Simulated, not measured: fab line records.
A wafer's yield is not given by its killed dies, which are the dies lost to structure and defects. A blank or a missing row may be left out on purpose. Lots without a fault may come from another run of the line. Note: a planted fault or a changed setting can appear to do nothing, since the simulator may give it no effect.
8D (eight disciplines) problem report, filled in by code -- flow sfq_line -- the parts of the form that need people (team, actions taken, sign-off) are left out

1. WHAT WENT WRONG
Across 4 wafers from 2 lots, R5_MONX_RS at SFQ_R5_RS_MEAS_933 averages 4.73 ohm/sq, while fault-free wafers read 7.05 ohm/sq with a standard deviation of 0.12. Relative to the usual mean, that is a shift of -19 standard deviations.
The step: measures by four-point-probe.
First seen on wafer L424.3, day 52 23:42, on film_metro-03. The record has a number at this step for 42 wafers belonging to 14 lots. Rule for "out" (also "out of limits"): further than 4 standard deviations from the usual mean. Any other wafer with a number is counted as sound.

2. WHAT IT IS, WHAT IT ISN'T
question,is,is not
which readings at this step,R5_MONX_RS,-
which lots,"L424, L429","L412, L416, L417, L418, L419, L421, L422, L423, L427, L428, L430, L432"
which wafers of those lots,"L424.3, L429.1, L429.3, L429.4","L424.2, L424.6"
read on which gauges,film_metro-03,"film_metro-01, film_metro-02"
when,from day 52 23:42,"up to then (26 sound wafers); but 12 sound wafers of L427, L428, L430, L432 came after"

3. THE SUSPECTS, EACH WITH WHAT RULES IT OUT
Counting: if a tool at a process step up to the reading ran every lot that is out, it stays a suspect. Sound lots after the first of them don't rule it out here, since some wafers of a struck lot are sound.
- the gauge at SFQ_R5_RS_MEAS_933: kept. All the wafers that are out were read on film_metro-03, and no step on other tools shows them out.
- cmp-01 at SFQ_TRILAYER_A5B_CMP_CMP_130 (polishes, stops on Nb, target thk 340.7 nm): kept. Every lot that is out went through it, the first being L424 (day 52 20:23); the last sound lot it ran before that was L422 (day 52 10:23).
- pvd_sputter-03 at SFQ_TRILAYER_R5_DEP_SPUTTER_132 (material Ti, target thk 5 nm, time 5 s): kept. Every lot that is out went through it, the first being L424 (day 52 23:35); the last sound lot it ran before that was L423 (day 52 18:39).
- pvd_sputter-03 at SFQ_TRILAYER_R5_DEP_SPUTTER_133 (material MoNx, target thk 40 nm, time 66.7 s): kept. Every lot that is out went through it, the first being L424 (day 52 23:36); the last sound lot it ran before that was L423 (day 52 18:40).
Left after counting: cmp-01 at SFQ_TRILAYER_A5B_CMP_CMP_130, pvd_sputter-03 at SFQ_TRILAYER_R5_DEP_SPUTTER_132, pvd_sputter-03 at SFQ_TRILAYER_R5_DEP_SPUTTER_133, film_metro-03 at SFQ_R5_RS_MEAS_933.

4. THE CAUSE (what the simulator had put in)
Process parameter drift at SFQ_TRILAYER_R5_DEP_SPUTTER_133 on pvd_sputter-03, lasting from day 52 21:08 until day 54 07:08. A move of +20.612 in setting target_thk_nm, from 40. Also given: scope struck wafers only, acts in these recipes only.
Counting left 4 suspects, and this tool is among them.

5. SEQUENCE OF EFFECTS, ordered by route
Each row: a reading whose mean over the struck wafers that have a number lies more than 3 standard deviations from the usual. Only readings whose record carries a usual standard deviation are examined. hours: median over the lots of the time between each lot's start at the first step of this table that gives one and its start at this step. sigmas: the change, counted in usual standard deviations.
hours,step,reading,usual,on struck wafers,change,sigmas
0,SFQ_R5_RS_MEAS_933,R5_MONX_RS,7.05 ohm/sq,4.73,-2.32,-19
0,SFQ_R5_THK_MEAS_934,R5_MONX_THK,39.2 nm,59.7,+20.5,+30

6. HOW IT WOULD HAVE BEEN CAUGHT EARLIER
In this record the first reading out of limits at a measuring or inspecting step was taken at day 52 23:42, 3 hours after the fault began at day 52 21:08.
An alarm limit of 4 standard deviations would not have fired on the tool readings at SFQ_TRILAYER_R5_DEP_SPUTTER_133 for which the record gives a usual standard deviation, since none of them was out on any struck wafer.
Among the 2 lots that are out, L429 began SFQ_TRILAYER_R5_DEP_SPUTTER_133 on pvd_sputter-03 after day 52 23:42. Putting the tool on hold at that point would have spared it.
